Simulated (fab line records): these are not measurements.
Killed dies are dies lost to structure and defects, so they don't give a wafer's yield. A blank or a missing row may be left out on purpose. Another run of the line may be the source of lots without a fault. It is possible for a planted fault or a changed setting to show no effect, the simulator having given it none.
Chamber matching / flow gf180mcu / 4 sister chambers for GF_V1_CMP_04 on cmp-01
The step polishes SiO2. 16 wafers are shown with their chamber, then 8 later ones without.

== WAFERS, EACH WITH ITS CHAMBER ==
wafer=L713.3; chamber=1; motor-current-A (A)=12.0; time-to-endpoint-s (s)=76
wafer=L713.4; chamber=3; motor-current-A (A)=10.7; time-to-endpoint-s (s)=92
wafer=L713.5; chamber=0; motor-current-A (A)=10.5; time-to-endpoint-s (s)=81
wafer=L714.3; chamber=1; motor-current-A (A)=12.0; time-to-endpoint-s (s)=71
wafer=L714.4; chamber=0; motor-current-A (A)=10.6; time-to-endpoint-s (s)=67
wafer=L714.6; chamber=1; motor-current-A (A)=11.2; time-to-endpoint-s (s)=78
wafer=L717.1; chamber=3; motor-current-A (A)=10.8; time-to-endpoint-s (s)=76
wafer=L717.2; chamber=0; motor-current-A (A)=11.0; time-to-endpoint-s (s)=68
wafer=L717.3; chamber=1; motor-current-A (A)=12.3; time-to-endpoint-s (s)=75
wafer=L719.1; chamber=2; motor-current-A (A)=12.5; time-to-endpoint-s (s)=68
wafer=L719.2; chamber=1; motor-current-A (A)=11.6; time-to-endpoint-s (s)=93
wafer=L719.6; chamber=3; motor-current-A (A)=11.1; time-to-endpoint-s (s)=76
wafer=L730.1; chamber=1; motor-current-A (A)=11.5; time-to-endpoint-s (s)=74
wafer=L730.2; chamber=0; motor-current-A (A)=10.6; time-to-endpoint-s (s)=73
wafer=L730.3; chamber=2; motor-current-A (A)=12.7; time-to-endpoint-s (s)=78
wafer=L732.1; chamber=0; motor-current-A (A)=10.8; time-to-endpoint-s (s)=69

SIGNATURES, as means of the wafers listed above
reading=motor-current-A; chamber 0=10.700; chamber 1=11.767; chamber 2=12.600; chamber 3=10.867; scatter within a chamber=0.3
reading=time-to-endpoint-s; chamber 0=71.60; chamber 1=77.83; chamber 2=73.00; chamber 3=81.33; scatter within a chamber=7.39
Rule: for a wafer and a chamber, the distance is found by dividing, reading by reading, the gap between the wafer's reading and the chamber's mean by the reading's scatter, squaring, summing and taking the root. The wafer belongs to the nearest chamber; if the next one is less than 2 further off, it can't be placed. The scatter is the square root of a quotient: the sum, over the shown wafers, of each reading's squared deviation from its chamber's mean, divided by wafers minus chambers.

== WAFERS WITH NO CHAMBER GIVEN ==
wafer=L732.2; motor-current-A (A)=11.5; time-to-endpoint-s (s)=73
wafer=L732.5; motor-current-A (A)=11.8; time-to-endpoint-s (s)=73
wafer=L733.2; motor-current-A (A)=10.8; time-to-endpoint-s (s)=75
wafer=L733.4; motor-current-A (A)=12.7; time-to-endpoint-s (s)=78
wafer=L733.5; motor-current-A (A)=12.6; time-to-endpoint-s (s)=76
wafer=L734.4; motor-current-A (A)=11.0; time-to-endpoint-s (s)=79
wafer=L734.5; motor-current-A (A)=10.8; time-to-endpoint-s (s)=78
wafer=L734.6; motor-current-A (A)=12.1; time-to-endpoint-s (s)=79

== EACH ONE'S CHAMBER ==
wafer=L732.2; from the rows above=can't be placed: 1 or 3 or 0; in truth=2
wafer=L732.5; from the rows above=1; in truth=1
wafer=L733.2; from the rows above=can't be placed: 0 or 3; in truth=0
wafer=L733.4; from the rows above=2; in truth=2
wafer=L733.5; from the rows above=2; in truth=2
wafer=L734.4; from the rows above=can't be placed: 3 or 0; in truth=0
wafer=L734.5; from the rows above=can't be placed: 3 or 0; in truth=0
wafer=L734.6; from the rows above=can't be placed: 1 or 2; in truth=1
Correctly placed: 3 of 8. From these rows, 5 cannot be placed; in 4 the true chamber is one of the candidates. 0 placed wrongly.
